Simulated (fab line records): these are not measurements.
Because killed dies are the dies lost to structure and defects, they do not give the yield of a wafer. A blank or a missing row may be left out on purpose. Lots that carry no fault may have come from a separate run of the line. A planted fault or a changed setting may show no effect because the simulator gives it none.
Chamber matching + flow gf180mcu + 4 sister chambers for GF_CONTACT_CMP_27 on cmp-02
The step polishes, stops on SiO2, t overpolish 15 s, target thk 0 nm. 4 wafers are shown with their chamber, then 10 later ones without.

WAFERS WITH THEIR CHAMBER
| wafer  | chamber | motorCurrentA (A) |
|--------|---------|-------------------|
| L693.5 | 2       | 12.5              |
| L694.4 | 0       | 11.1              |
| L697.2 | 1       | 11.2              |
| L697.5 | 3       | 11.4              |

WAFERS MISSING THEIR CHAMBER
| wafer  | motorCurrentA (A) |
|--------|-------------------|
| L697.6 | 11.6              |
| L698.1 | 12.8              |
| L698.2 | 11.6              |
| L698.3 | 11.5              |
| L699.3 | 11.7              |
| L699.4 | 12.8              |
| L699.6 | 13.0              |
| L700.1 | 11.5              |
| L700.4 | 12.0              |
| L700.6 | 11.2              |

THE CHAMBER EACH PASSED THROUGH
| wafer  | from the rows above               | in truth |
|--------|-----------------------------------|----------|
| L697.6 | can't be placed: 3 or 1 or 0      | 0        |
| L698.1 | 2                                 | 2        |
| L698.2 | can't be placed: 3 or 1 or 0      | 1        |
| L698.3 | can't be placed: 3 or 1 or 0      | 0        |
| L699.3 | can't be placed: 3 or 1 or 0 or 2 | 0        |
| L699.4 | 2                                 | 2        |
| L699.6 | 2                                 | 2        |
| L700.1 | can't be placed: 3 or 1 or 0      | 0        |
| L700.4 | can't be placed: 2 or 3 or 1 or 0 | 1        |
| L700.6 | can't be placed: 1 or 0 or 3      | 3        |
Placed correctly: 3 of 10. Cannot be placed on the basis of these rows: 7; the candidates contain the true chamber in 7. Placed wrongly: 0.
How it was worked out, from the rows above alone: a wafer's distance from a chamber is the root of the sum, over the readings, of the square of ((its reading less the chamber's mean) divided by the reading's scatter). The wafer belongs to the nearest chamber; if the next one is less than 2 further off, it can't be placed. For every chamber, the mean is computed from those of its wafers that are shown. The scatter: with one shown wafer a chamber, the root of the mean of the squares of how far each hidden wafer lies from its nearest shown one.
